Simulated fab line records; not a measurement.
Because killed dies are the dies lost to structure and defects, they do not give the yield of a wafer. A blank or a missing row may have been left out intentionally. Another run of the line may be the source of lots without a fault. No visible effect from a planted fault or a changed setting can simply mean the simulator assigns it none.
fab line records    flow sfq_line    part 1 of 2: steps 1 to 26 of 37
[record] lots = 5  wafers = 15  last_day = 80
route steps=325 shown C5@246 M6@251 I6@266 M7@281
lots that met no fault: taken from a fault-free run of the same line
start_h: hours from the record's opening day to when the first of the lot's shown wafers began    wait_h: hours from the lot's prior step to this one    " the same as in the row above    L1.1+2: several wafers, shown together as one row    - either no value or no given start    * or withheld: withheld    < > ~ a bound
route shown NAME@n: a module of which the file shows steps, and the number in the route of the first    usual: mean/standard deviation of fault-free wafers    same: alike in all rows    chamber/n: place in a boat    sites: each site's reading    _std_site: standard deviation of those values    _edge_site: inner sites' mean taken away from outer sites' mean    radius_mm: how far each site lies from the wafer's centre    mask NAME#n: copy n    behind: tool/chamber where the wafer was last shaped    hold: why the lot went on hold/how many hours it stayed there/how the hold came to an end    device: the transistor (n, p or np) that didn't switch    end of line: tests run on the same wafers once the route is complete    step lacking rows: just its recipe    killed: not the wafer's yield, but the dies lost to structure and defects at the first sort    map: shows each die of a wafer: x if killed, . if not, _ if none is there
set.NAME: the setting as run; set.NAME@STEP: as run at that earlier step    model.NAME: the simulator's own value behind a step, which no gauge read
lots at selected steps of the route; one table per step, one row per wafer
services: when a tool's chamber went out of use (start_h, in hours from the record's first day, below 0 if earlier), for how many hours, and the reason
[[steps]]
[step SFQ_C5_OVL_MEAS_937]
[usual] C5_OVL = 0/5.6
lot.wafer  tool        chamber  start_h  wait_h  C5_OVL[nm]
L083.3     overlay-01  -        1560.12  0.1     -8
L083.4     "           -        "        "       -5
L083.6     "           -        "        "       -8
L085.1     overlay-02  -        1638.17  0.1     -3
L085.2     "           -        "        "       -9
L085.3     "           -        "        "       1
L091.3     overlay-01  -        1706.38  0.1     -6
L091.4     "           -        "        "       2
L091.6     "           -        "        "       -4
L095.1     overlay-01  -        1718.37  0.1     2
L095.3     "           -        "        "       -3
L095.5     "           -        "        "       -3
L097.1     overlay-01  -        1730.37  0.1     3
L097.2     "           -        "        "       3
L097.5     "           -        "        "       7
[step SFQ_TRILAYER_C5_BARC_OPEN_VIA_ETCH_210]
[recipe] mask_material = PR  chemistry = O2  target_depth_nm = 125  target = BARC  source_w = 500  bias_w = 80  pressure_mtorr = 30  time_s = 41.7
[usual] drypump_motor_current_A = 5.7/0.48  oes_product_au = 0.685/0.0045
lot.wafer  tool         chamber  start_h  wait_h  drypump_motor_current_A  oes_product_au  rf_hours_counter_h
L083.3     rie_diel-04  2        1560.14  0.0     4.9                      0.694           11
L083.4     "            1        "        "       5.6                      0.689           -
L083.6     "            2        "        "       4.9                      0.683           -
L085.1     rie_diel-03  1        1638.21  0.0     5.9                      0.683           8
L085.2     "            2        "        "       5.1                      0.697           2
L085.3     "            0        "        "       5.8                      0.690           19
L091.3     rie_diel-04  3        1706.41  0.0     6.3                      0.691           2
L091.4     "            0        "        "       5.0                      0.687           13
L091.6     "            2        "        "       4.9                      0.686           -
L095.1     rie_diel-03  2        1718.41  0.0     5.1                      0.686           3
L095.3     "            1        "        "       5.9                      0.687           9
L095.5     "            1        "        "       5.9                      0.687           -
L097.1     rie_diel-03  2        1730.41  0.0     5.1                      0.686           3
L097.2     "            3        "        "       5.5                      0.683           2
L097.5     "            3        "        "       5.5                      0.688           -
[step SFQ_TRILAYER_C5_ETCH_VIA_ETCH_154]
[recipe] target = SiO2  mask_material = PR  chemistry = CHF3  target_depth_nm = 84  source_w = 500  bias_w = 80  pressure_mtorr = 30  time_s = withheld  stop_on = Nb
[usual] drypump_motor_current_A = 5.7/0.48  oes_product_au = 0.893/0.0086
lot.wafer  tool         chamber  start_h  wait_h  drypump_motor_current_A  oes_product_au
L083.3     rie_diel-04  2        1560.18  0.0     4.9                      0.892
L083.4     "            1        "        "       5.6                      0.894
L083.6     "            2        "        "       4.9                      0.892
L085.1     rie_diel-03  1        1638.25  0.0     5.9                      0.882
L085.2     "            2        "        "       5.1                      0.878
L085.3     "            0        "        "       5.8                      0.889
L091.3     rie_diel-04  3        1706.45  0.0     6.3                      0.886
L091.4     "            0        "        "       5.0                      0.897
L091.6     "            2        "        "       4.9                      0.903
L095.1     rie_diel-03  2        1718.45  0.0     5.1                      0.879
L095.3     "            1        "        "       5.9                      0.889
L095.5     "            1        "        "       5.9                      0.881
L097.1     rie_diel-03  2        1730.45  0.0     5.2                      0.887
L097.2     "            3        "        "       5.5                      0.888
L097.5     "            3        "        "       5.5                      0.894
[step SFQ_TRILAYER_C5_STRIP_STRIP_155]
[recipe] gas = O2  power_w = 200  platen_temp_c = 40  overash_fraction = 0.65  chemistry = O2  pressure_mtorr = 50
[usual] drypump_motor_current_A = 5.8/0.63  oes_product_au = 1.005/0.0092
lot.wafer  tool          chamber  start_h  wait_h  drypump_motor_current_A  oes_product_au  rf_hours_counter_h
L083.3     rie_metal-01  0        1560.43  -       5.3                      1.014           -
L083.4     "             1        "        "       6.3                      1.006           -
L083.6     "             0        "        "       5.3                      1.002           -
L085.1     rie_metal-01  1        1638.29  -       6.3                      0.998           124
L085.2     "             1        "        "       6.2                      1.012           -
L085.3     "             1        "        "       6.2                      1.011           -
L091.3     rie_metal-02  1        1706.69  -       6.3                      0.986           -
L091.4     "             0        "        "       6.5                      1.010           -
L091.6     "             1        "        "       6.3                      0.989           -
L095.1     rie_metal-04  1        1718.49  -       4.8                      1.016           24
L095.3     "             1        "        "       4.8                      1.021           -
L095.5     "             1        "        "       4.8                      1.019           -
L097.1     rie_metal-02  1        1730.49  -       6.3                      0.996           27
L097.2     "             0        "        "       6.5                      1.007           136
L097.5     "             0        "        "       6.5                      1.013           -
[step SFQ_TRILAYER_C5_STRIP_SOLV_CLEAN_156]
[recipe] chemistry = NMP  temp_c = 70  time_s = 600
lot.wafer   tool          chamber  start_h  wait_h
L083.3+4+6  wet_bench-01  4,3,2    1560.83  0.2
L085.1+2+3  wet_bench-01  3,4,2    1639.49  1.0
L091.3+4+6  wet_bench-01  6,5,0    1707.09  0.2
L095.1+3+5  wet_bench-01  5,1,6    1719.09  0.4
L097.1+2+5  wet_bench-04  5,0,3    1731.09  0.4
[step SFQ_TRILAYER_M6_DEP_PRE_CLEAN_158]
[recipe] gas = Ar  time_s = 22.5  bias_v = 250
lot.wafer   tool            chamber  start_h  wait_h
L083.3+4+6  pvd_sputter-05  -        1561.01  0.0
L085.1+2+3  pvd_sputter-06  -        1639.67  0.0
L091.3+4+6  pvd_sputter-04  -        1707.27  0.0
L095.1+3+5  pvd_sputter-05  -        1719.27  0.0
L097.1+2+5  pvd_sputter-05  -        1731.27  0.0
[step SFQ_TRILAYER_M6_DEP_SPUTTER_157]
[recipe] material = Nb  base_pressure_pa = 1.33e-06  chamber_pressure_pa = 0.1333  substrate_temp_c = 20  target_thk_nm = 200  power_w = 2000  time_s = 133.3
[usual] base_pressure_pa = 1.33e-06/8.4e-08  throttle_valve_pct = 29.8/1
lot.wafer  tool            chamber  start_h  wait_h  base_pressure_pa  throttle_valve_pct
L083.3     pvd_sputter-05  -        1561.04  0.0     1.43e-06          28.9
L083.4     "               -        "        "       1.41e-06          30.0
L083.6     "               -        "        "       1.28e-06          28.8
L085.1     pvd_sputter-06  -        1639.70  0.0     1.31e-06          28.6
L085.2     "               -        "        "       1.37e-06          30.6
L085.3     "               -        "        "       1.17e-06          29.5
L091.3     pvd_sputter-04  -        1707.30  0.0     1.3e-06           28.7
L091.4     "               -        "        "       1.34e-06          30.8
L091.6     "               -        "        "       1.35e-06          29.1
L095.1     pvd_sputter-05  -        1719.30  0.0     1.4e-06           28.8
L095.3     "               -        "        "       1.4e-06           29.4
L095.5     "               -        "        "       1.46e-06          29.4
L097.1     pvd_sputter-05  -        1731.30  0.0     1.35e-06          29.1
L097.2     "               -        "        "       1.34e-06          29.4
L097.5     "               -        "        "       1.38e-06          29.1
[step SFQ_M6_RS_MEAS_938]
[recipe] thk_meas_gauge = four-point-probe  reads = Nb_of_TRILAYER_M6_DEP_SPUTTER_157
[usual] M6_NB_RS = 0.889/0.012
lot.wafer  tool           chamber  start_h  wait_h  M6_NB_RS[ohm/sq]
L083.3     film_metro-02  -        1561.17  0.1     0.895
L083.4     "              -        "        "       0.898
L083.6     "              -        "        "       0.890
L085.1     film_metro-03  -        1639.79  0.0     0.891
L085.2     "              -        "        "       0.896
L085.3     "              -        "        "       0.896
L091.3     film_metro-03  -        1707.43  0.1     0.904
L091.4     "              -        "        "       0.882
L091.6     "              -        "        "       0.910
L095.1     film_metro-04  -        1719.39  0.0     0.879
L095.3     "              -        "        "       0.886
L095.5     "              -        "        "       0.874
L097.1     film_metro-04  -        1731.39  0.0     0.886
L097.2     "              -        "        "       0.899
L097.5     "              -        "        "       0.886
[step SFQ_TRILAYER_M6_LITHO_COAT_164]
[recipe] resist = BARC  spin_rpm = 3000  resist_thk_nm = 62
[usual] spin_speed_rpm = 3000.1/2.4
lot.wafer  tool            chamber  start_h  wait_h  spin_speed_rpm
L083.3     litho_track-01  0        1561.41  0.1     3001.1
L083.4     "               0        "        "       3000.4
L083.6     "               0        "        "       2999.9
L085.1     litho_track-02  0        1639.97  0.1     3002.4
L085.2     "               0        "        "       3000.3
L085.3     "               0        "        "       2996.8
L091.3     litho_track-01  0        1707.67  0.1     3001.5
L091.4     "               0        "        "       2998.2
L091.6     "               0        "        "       3000.3
L095.1     litho_track-01  0        1719.57  0.1     3000.4
L095.3     "               0        "        "       3001.0
L095.5     "               0        "        "       2998.9
L097.1     litho_track-04  0        1731.57  0.1     2997.4
L097.2     "               0        "        "       3002.4
L097.5     "               0        "        "       2997.9
[step SFQ_TRILAYER_M6_LITHO_COAT_159]
[recipe] resist = KrF  spin_rpm = 3000  resist_thk_nm = 600
[usual] spin_speed_rpm = 3000.0/2.2
lot.wafer  tool            chamber  start_h  wait_h  spin_speed_rpm
L083.3     litho_track-01  0        1561.71  0.2     3002.4
L083.4     "               0        "        "       2998.2
L083.6     "               0        "        "       3001.2
L085.1     litho_track-02  0        1640.27  0.2     3002.3
L085.2     "               0        "        "       3004.5
L085.3     "               0        "        "       2999.9
L091.3     litho_track-01  0        1707.97  0.2     2999.9
L091.4     "               0        "        "       3000.9
L091.6     "               0        "        "       2998.9
L095.1     litho_track-01  0        1719.87  0.2     2997.0
L095.3     "               0        "        "       3001.1
L095.5     "               0        "        "       2997.7
L097.1     litho_track-04  0        1731.87  0.2     3005.9
L097.2     "               0        "        "       2999.6
L097.5     "               0        "        "       3002.5
[step SFQ_TRILAYER_M6_LITHO_SOFTBAKE_163]
[recipe] temp_c = withheld  time_s = withheld  resist = KrF
lot.wafer   tool            chamber  start_h  wait_h
L083.3+4+6  litho_track-01  0        1561.96  0.2
L085.1+2+3  litho_track-02  0        1640.57  0.2
L091.3+4+6  litho_track-01  0        1708.22  0.2
L095.1+3+5  litho_track-01  0        1720.17  0.2
L097.1+2+5  litho_track-04  0        1732.17  0.2
[step SFQ_TRILAYER_M6_LITHO_EXPOSE_160]
[recipe] mask_id = M6  na = 0.6  source_shape = conventional  sigma_outer = 0.65  target_cd_nm = 500  dose_mj = 14.4
lot.wafer   tool            chamber  start_h  wait_h  mask
L083.3+4+6  krf_scanner-01  0        1703.05  -       M6#0
L085.1+2+3  krf_scanner-01  0        1708.65  -       M6#0
L091.3+4+6  krf_scanner-01  0        1745.05  -       M6#0
L095.1+3+5  krf_scanner-01  0        1756.65  -       M6#0
L097.1+2+5  krf_scanner-01  0        1760.25  -       M6#0
[step SFQ_TRILAYER_M6_LITHO_PEB_162]
[recipe] peb_temp_c = 115  peb_time_s = 60  resist = KrF
lot.wafer   tool            chamber  start_h  wait_h
L083.3+4+6  litho_track-02  0        1703.90  0.7
L085.1+2+3  litho_track-02  0        1709.85  1.0
L091.3+4+6  litho_track-01  0        1745.90  0.7
L095.1+3+5  litho_track-01  0        1757.85  1.0
L097.1+2+5  litho_track-02  0        1761.45  1.0
[step SFQ_TRILAYER_M6_LITHO_DEVELOP_161]
[recipe] time_s = 60  resist = KrF
lot.wafer   tool            chamber  start_h  wait_h
L083.3+4+6  litho_track-02  0        1704.05  0.1
L085.1+2+3  litho_track-02  0        1710.00  0.1
L091.3+4+6  litho_track-01  0        1746.05  0.1
L095.1+3+5  litho_track-01  0        1758.00  0.1
L097.1+2+5  litho_track-02  0        1761.60  0.1
[step SFQ_M6_OVL_MEAS_940]
[usual] M6_OVL = -2/5.1
lot.wafer  tool        chamber  start_h  wait_h  M6_OVL[nm]
L083.3     overlay-02  -        1704.16  0.1     -3
L083.4     "           -        "        "       -2
L083.6     "           -        "        "       -5
L085.1     overlay-02  -        1710.15  0.1     5
L085.2     "           -        "        "       -9
L085.3     "           -        "        "       4
L091.3     overlay-02  -        1746.16  0.1     0
L091.4     "           -        "        "       -2
L091.6     "           -        "        "       2
L095.1     overlay-02  -        1758.15  0.1     2
L095.3     "           -        "        "       -5
L095.5     "           -        "        "       -6
L097.1     overlay-02  -        1761.75  0.1     -2
L097.2     "           -        "        "       8
L097.5     "           -        "        "       2
[step SFQ_TRILAYER_M6_BARC_OPEN_METAL_ETCH_206]
[recipe] mask_material = PR  chemistry = O2  target_depth_nm = 125  target = BARC  icp_w = 600  bias_w = 80  pressure_mtorr = 10  time_s = 41.7
[usual] drypump_motor_current_A = 5.7/0.49  oes_product_au = 0.685/0.0043
lot.wafer  tool          chamber  start_h  wait_h  drypump_motor_current_A  oes_product_au  rf_hours_counter_h
L083.3     rie_metal-04  1        1704.21  0.0     4.8                      0.685           -
L083.4     "             0        "        "       5.6                      0.683           -
L083.6     "             1        "        "       4.8                      0.689           -
L085.1     rie_metal-03  0        1710.19  0.0     5.5                      0.690           61
L085.2     "             1        "        "       6.1                      0.680           124
L085.3     "             0        "        "       5.5                      0.676           -
L091.3     rie_metal-01  1        1746.21  0.0     6.3                      0.691           -
L091.4     "             0        "        "       5.3                      0.680           -
L091.6     "             0        "        "       5.3                      0.692           -
L095.1     rie_metal-04  1        1758.19  0.0     4.8                      0.683           32
L095.3     "             1        "        "       4.8                      0.685           -
L095.5     "             1        "        "       4.8                      0.684           -
L097.1     rie_metal-01  1        1761.79  0.0     6.3                      0.691           8
L097.2     "             0        "        "       5.3                      0.681           18
L097.5     "             1        "        "       6.3                      0.687           -
[step SFQ_TRILAYER_M6_ETCH_METAL_ETCH_162]
[recipe] target = Nb  stop_on = SiO2  mask_material = PR  chemistry = Cl2/Ar  target_depth_nm = 240  icp_w = 600  bias_w = 80  pressure_mtorr = 10  time_s = 120
[usual] drypump_motor_current_A = 5.7/0.49  oes_product_au = 0.895/0.0079
lot.wafer  tool          chamber  start_h  wait_h  drypump_motor_current_A  oes_product_au  rf_hours_counter_h
L083.3     rie_metal-04  1        1704.29  0.1     4.7                      0.896           -
L083.4     "             0        "        "       5.7                      0.889           -
L083.6     "             1        "        "       4.8                      0.896           -
L085.1     rie_metal-03  0        1710.25  0.0     5.5                      0.896           61
L085.2     "             1        "        "       6.1                      0.889           124
L085.3     "             0        "        "       5.5                      0.893           -
L091.3     rie_metal-01  1        1746.29  0.1     6.3                      0.887           -
L091.4     "             0        "        "       5.3                      0.896           -
L091.6     "             0        "        "       5.3                      0.881           -
L095.1     rie_metal-04  1        1758.25  0.0     4.8                      0.904           32
L095.3     "             1        "        "       4.7                      0.893           -
L095.5     "             1        "        "       4.8                      0.907           -
L097.1     rie_metal-01  1        1761.85  0.0     6.3                      0.895           8
L097.2     "             0        "        "       5.3                      0.878           18
L097.5     "             1        "        "       6.3                      0.893           -
[step SFQ_TRILAYER_M6_STRIP_STRIP_163]
[recipe] gas = O2  power_w = 200  platen_temp_c = 40  overash_fraction = 0.65  chemistry = O2  pressure_mtorr = 50
[usual] drypump_motor_current_A = 5.7/0.48  oes_product_au = 1.000/0.011
lot.wafer  tool          chamber  start_h  wait_h  drypump_motor_current_A  oes_product_au  rf_hours_counter_h
L083.3     rie_metal-04  1        1704.57  0.2     4.8                      1.016           -
L083.4     "             0        "        "       5.7                      1.007           -
L083.6     "             1        "        "       4.7                      1.019           -
L085.1     rie_metal-03  0        1710.37  0.1     5.5                      0.999           61
L085.2     "             1        "        "       6.1                      0.988           124
L085.3     "             0        "        "       5.5                      0.988           -
L091.3     rie_metal-01  1        1746.57  0.2     6.3                      1.008           -
L091.4     "             0        "        "       5.3                      0.987           -
L091.6     "             0        "        "       5.3                      0.985           -
L095.1     rie_metal-04  1        1758.37  0.1     4.7                      1.010           32
L095.3     "             1        "        "       4.7                      1.015           -
L095.5     "             1        "        "       4.7                      1.012           -
L097.1     rie_metal-01  1        1761.97  0.1     6.3                      1.012           8
L097.2     "             0        "        "       5.3                      0.984           19
L097.5     "             1        "        "       6.3                      1.000           -
[step SFQ_TRILAYER_M6_STRIP_SOLV_CLEAN_164]
[recipe] chemistry = NMP  temp_c = 70  time_s = 600
lot.wafer   tool          chamber  start_h  wait_h
L083.3+4+6  wet_bench-03  6,0,2    1704.97  0.2
L085.1+2+3  wet_bench-01  3,5,6    1710.97  0.4
L091.3+4+6  wet_bench-02  6,2,4    1746.97  0.2
L095.1+3+5  wet_bench-02  3,2,5    1758.97  0.4
L097.1+2+5  wet_bench-02  3,1,4    1762.57  0.4
[step SFQ_TRILAYER_I6_DEP_PECVD_165]
[recipe] material = SiO2  temp_c = 150  time_s = 111.11  pressure_torr = 2.4  rf_w = 183.3  precursor = SiH4/N2O  target_thk_nm = 500
[usual] heater_power_w = 81/14  susceptor_temp_C = 150.01/0.14  throttle_valve_pct = 24.5/1
lot.wafer  tool      chamber  start_h  wait_h  heater_power_w  susceptor_temp_C  throttle_valve_pct
L083.3     pecvd-01  2        1705.19  0.0     89              150.12            25.1
L083.4     "         0        "        "       93              150.22            23.8
L083.6     "         2        "        "       70              150.01            25.1
L085.1     pecvd-04  2        1711.15  0.0     88              150.07            25.2
L085.2     "         0        "        "       83              150.08            23.7
L085.3     "         1        "        "       79              149.90            24.0
L091.3     pecvd-04  2        1747.15  0.0     99              149.98            25.1
L091.4     "         0        "        "       73              149.96            23.9
L091.6     "         1        "        "       86              150.10            24.1
L095.1     pecvd-03  0        1759.15  0.0     71              150.02            27.0
L095.3     "         1        "        "       72              150.08            25.1
L095.5     "         0        "        "       60              150.04            27.1
L097.1     pecvd-03  2        1762.75  0.0     58              149.88            23.3
L097.2     "         0        "        "       67              150.29            27.2
L097.5     "         2        "        "       60              150.01            23.7
[step SFQ_TRILAYER_I6_CMP_CMP_166]
[recipe] material = SiO2  down_force_psi = 3  platen_rpm = 60  pad_velocity_m_s = 0.94248
[usual] motor_current_A = 10.3/0.89  time_to_endpoint_s = 220/9.2
lot.wafer  tool    chamber  start_h  wait_h  motor_current_A  time_to_endpoint_s
L083.3     cmp-01  1        1706.93  1.7     8.7              220
L083.4     "       3        1707.93  2.7     9.2              235
L083.6     "       1        1708.93  3.7     8.8              224
L085.3     cmp-01  2        1711.23  0.0     11.3             232
L085.2     "       3        "        "       9.5              230
L085.1     "       1        1712.73  1.5     8.1              219
L091.3     cmp-01  3        1753.73  6.5     9.2              223
L091.4     "       1        1754.73  7.5     9.4              214
L091.6     "       2        "        "       10.8             228
L095.3     cmp-02  2        1764.54  5.3     11.4             208
L095.1     "       1        1766.04  6.8     10.5             223
L095.5     "       2        "        "       11.2             219
L097.1     cmp-01  1        1771.23  8.4     8.9              221
L097.2     "       2        "        "       11.2             220
L097.5     "       1        1773.23  10.4    9.3              223
[step SFQ_I6_BOW_MEAS_941]
[recipe] mode = bow
[usual] I6_BOW = 10/11
lot.wafer  tool           chamber  start_h  wait_h  I6_BOW[um]
L083.3     film_metro-01  -        1709.47  2.0     10
L083.4     "              -        "        "       25
L083.6     "              -        "        "       14
L085.1     film_metro-02  -        1714.23  1.0     13
L085.2     "              -        "        "       21
L085.3     "              -        "        "       13
L091.3     film_metro-04  -        1756.27  2.0     12
L091.4     "              -        "        "       16
L091.6     "              -        "        "       2
L095.1     film_metro-01  -        1767.54  1.0     8
L095.3     "              -        "        "       26
L095.5     "              -        "        "       9
L097.1     film_metro-01  -        1774.23  2.5     -17
L097.2     "              -        "        "       -8
L097.5     "              -        "        "       -4
[step SFQ_TRILAYER_I6_METRO_MEASURE_167]
[usual] thk_nm = 200.4/1.2
lot.wafer  tool           chamber  start_h  wait_h  thk_nm
L083.3     film_metro-01  -        1709.95  0.5     201.6
L083.4     "              -        "        "       202.0
L083.6     "              -        "        "       200.8
L085.1     film_metro-02  -        1714.35  0.1     201.1
L085.2     "              -        "        "       201.4
L085.3     "              -        "        "       201.7
L091.3     film_metro-04  -        1756.75  0.5     201.7
L091.4     "              -        "        "       201.3
L091.6     "              -        "        "       200.5
L095.1     film_metro-01  -        1767.66  0.1     201.9
L095.3     "              -        "        "       198.9
L095.5     "              -        "        "       199.0
L097.1     film_metro-01  -        1774.35  0.1     200.0
L097.2     "              -        "        "       201.3
L097.5     "              -        "        "       201.6
[step SFQ_TRILAYER_I6_VIA_LITHO_COAT_174]
[recipe] resist = BARC  spin_rpm = 3000  resist_thk_nm = 62
[usual] spin_speed_rpm = 2999.8/2.1
lot.wafer  tool            chamber  start_h  wait_h  spin_speed_rpm
L083.3     litho_track-02  0        1710.85  0.7     2998.7
L083.4     "               0        "        "       2996.9
L083.6     "               0        "        "       3003.4
L085.1     litho_track-03  0        1715.55  1.0     3001.8
L085.2     "               0        "        "       2999.4
L085.3     "               0        "        "       3002.0
L091.3     litho_track-02  0        1757.65  0.7     3000.0
L091.4     "               0        "        "       2996.7
L091.6     "               0        "        "       2999.7
L095.1     litho_track-02  0        1768.86  1.0     2996.9
L095.3     "               0        "        "       3000.3
L095.5     "               0        "        "       3000.8
L097.1     litho_track-01  0        1775.55  1.0     2999.8
L097.2     "               0        "        "       3000.9
L097.5     "               0        "        "       3002.0
[step SFQ_TRILAYER_I6_VIA_LITHO_COAT_169]
[recipe] resist = KrF  spin_rpm = 3000  resist_thk_nm = 650
[usual] spin_speed_rpm = 3000.0/2.1
lot.wafer  tool            chamber  start_h  wait_h  spin_speed_rpm
L083.3     litho_track-02  0        1711.15  0.2     3000.3
L083.4     "               0        "        "       3001.7
L083.6     "               0        "        "       2998.4
L085.1     litho_track-03  0        1715.85  0.2     3000.8
L085.2     "               0        "        "       3002.5
L085.3     "               0        "        "       3002.0
L091.3     litho_track-02  0        1757.95  0.2     2997.1
L091.4     "               0        "        "       3000.8
L091.6     "               0        "        "       3002.2
L095.1     litho_track-02  0        1769.16  0.2     3000.7
L095.3     "               0        "        "       2996.7
L095.5     "               0        "        "       3001.2
L097.1     litho_track-01  0        1775.85  0.2     3000.8
L097.2     "               0        "        "       3002.8
L097.5     "               0        "        "       2999.0
[step SFQ_TRILAYER_I6_VIA_LITHO_SOFTBAKE_173]
[recipe] temp_c = withheld  time_s = withheld  resist = KrF
lot.wafer   tool            chamber  start_h  wait_h
L083.3+4+6  litho_track-02  0        1711.40  0.2
L085.1+2+3  litho_track-03  0        1716.15  0.2
L091.3+4+6  litho_track-02  0        1758.20  0.2
L095.1+3+5  litho_track-02  0        1769.46  0.2
L097.1+2+5  litho_track-01  0        1776.15  0.2
